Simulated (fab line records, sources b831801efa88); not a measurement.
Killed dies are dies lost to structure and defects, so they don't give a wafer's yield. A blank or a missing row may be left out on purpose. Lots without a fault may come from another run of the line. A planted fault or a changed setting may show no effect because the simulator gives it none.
Which tool did it? | flow gf180mcu | 14 lots, 42 wafers sampled, at 3 steps of a route of 602

WHAT THE GAUGES READ, wafer by wafer
GF_V5_CD_MEAS_14: target cd 260 nm.
lot  | measured     | on        | cd_nm (nm)
L471 | day 27 13:12 | cd_sem-01 | 258.2 258.7 259.3
L472 | day 27 16:05 | cd_sem-02 | 258.7 257.9 257.1
L473 | day 28 01:26 | cd_sem-02 | 260.5 260.7 260.1
L476 | day 28 19:58 | cd_sem-02 | 260.3 260.5 258.8
L477 | day 29 00:11 | cd_sem-02 | 259.9 260.3 259.0
L480 | day 29 23:53 | cd_sem-02 | 258.5 258.6 257.7
L481 | day 30 10:53 | cd_sem-01 | 260.9 260.7 261.4
L482 | day 30 15:23 | cd_sem-02 | 261.2 261.3 261.1
L483 | day 30 21:37 | cd_sem-02 | 260.3 260.4 259.7
L484 | day 31 04:46 | cd_sem-01 | 259.5 258.7 259.6
L485 | day 31 09:01 | cd_sem-02 | 260.4 260.0 261.4
L486 | day 31 15:44 | cd_sem-02 | 261.7 260.9 261.1
L491 | day 32 21:08 | cd_sem-01 | 260.2 261.3 260.5
L494 | day 33 13:16 | cd_sem-01 | 262.4 261.6 261.6

WHICH TOOL RAN EACH LOT (tool, then ch and the chambers of the sampled wafers, then the start)
lot  | GF_HV_LDD_CVD_54            | GF_M4_SPUTTER_03
L471 | lpcvd-01 ch 1, day 12 18:28 | pvd_sputter-04, day 22 22:22
L472 | lpcvd-02 ch 1, day 12 21:55 | pvd_sputter-02, day 23 01:13
L473 | lpcvd-02 ch 0, day 13 06:19 | pvd_sputter-01, day 23 11:42
L476 | lpcvd-01 ch 1, day 14 03:55 | pvd_sputter-04, day 24 08:20
L477 | lpcvd-02 ch 1, day 14 08:52 | pvd_sputter-04, day 24 13:08
L480 | lpcvd-02 ch 0, day 15 08:34 | pvd_sputter-01, day 25 14:49
L481 | lpcvd-01 ch 1, day 15 21:14 | pvd_sputter-02, day 26 03:49
L482 | lpcvd-02 ch 0, day 16 02:25 | pvd_sputter-04, day 26 08:43
L483 | lpcvd-02 ch 1, day 16 10:14 | pvd_sputter-02, day 26 14:56
L484 | lpcvd-02 ch 0, day 16 19:20 | pvd_sputter-02, day 26 23:07
L485 | lpcvd-02 ch 1, day 17 01:17 | pvd_sputter-02, day 27 05:44
L486 | lpcvd-02 ch 1, day 17 10:01 | pvd_sputter-04, day 27 11:56
L491 | lpcvd-01 ch 0, day 19 01:34 | pvd_sputter-02, day 28 22:19
L494 | lpcvd-01 ch 0, day 20 04:29 | pvd_sputter-04, day 29 18:24
- GF_HV_LDD_CVD_54: deposits SiO2 from TEOS, target thk 10 nm, time 75 s.
- GF_M4_SPUTTER_03: material Ti, target thk 10 nm, time 6.7 s.

WHAT THE TOOLS THEMSELVES READ (means of the sampled wafers that have a number; where no wafer has one, the mark that the record gives instead)
GF_HV_LDD_CVD_54.
lot  | tool     | zone_power_bottom_pct (%)
L471 | lpcvd-01 | 13.3
L472 | lpcvd-02 | 14.5
L473 | lpcvd-02 | 11.8
L476 | lpcvd-01 | 13.4
L477 | lpcvd-02 | 14.5
L480 | lpcvd-02 | 11.9
L481 | lpcvd-01 | 13.5
L482 | lpcvd-02 | 11.8
L483 | lpcvd-02 | 14.4
L484 | lpcvd-02 | 11.7
L485 | lpcvd-02 | 14.4
L486 | lpcvd-02 | 14.4
L491 | lpcvd-01 | 15.9
L494 | lpcvd-01 | 15.6

GF_M4_SPUTTER_03.
lot  | tool           | throttle_valve_pct (%)
L471 | pvd_sputter-04 | 30.8
L472 | pvd_sputter-02 | 29.2
L473 | pvd_sputter-01 | 30.6
L476 | pvd_sputter-04 | 30.6
L477 | pvd_sputter-04 | 30.2
L480 | pvd_sputter-01 | 31.2
L481 | pvd_sputter-02 | 29.5
L482 | pvd_sputter-04 | 31.4
L483 | pvd_sputter-02 | 30.4
L484 | pvd_sputter-02 | 29.4
L485 | pvd_sputter-02 | 29.2
L486 | pvd_sputter-04 | 30.9
L491 | pvd_sputter-02 | 29.0
L494 | pvd_sputter-04 | 31.5

THE ANSWER, worked out from the rows above alone
Rule: what is usual is taken from the lots themselves. Put in order of their means at a reading, lots are off if they are a third of the lots or fewer, leave a main group of 4 or more, and stand apart from it by a gap of 3 or more times the standard deviation of the main group's means; of several such gaps the widest counts. A main group whose means are all the same, to the digits that the tables above print for the reading, isn't used. A lot without any number at a reading at which 4 lots or more have one is off too. The other lots that the step has rows for count as sound. The gauges are gone through in route order, then the tools' own readings, and for those a lot's mean is taken as printed above. The first step at which some lot is off is used, and at that step the reading that is off furthest; a lot without a number counts as furthest.
No lot is off at any reading shown: from this, nothing can be told.

WHAT THE SIMULATOR HAD PUT IN
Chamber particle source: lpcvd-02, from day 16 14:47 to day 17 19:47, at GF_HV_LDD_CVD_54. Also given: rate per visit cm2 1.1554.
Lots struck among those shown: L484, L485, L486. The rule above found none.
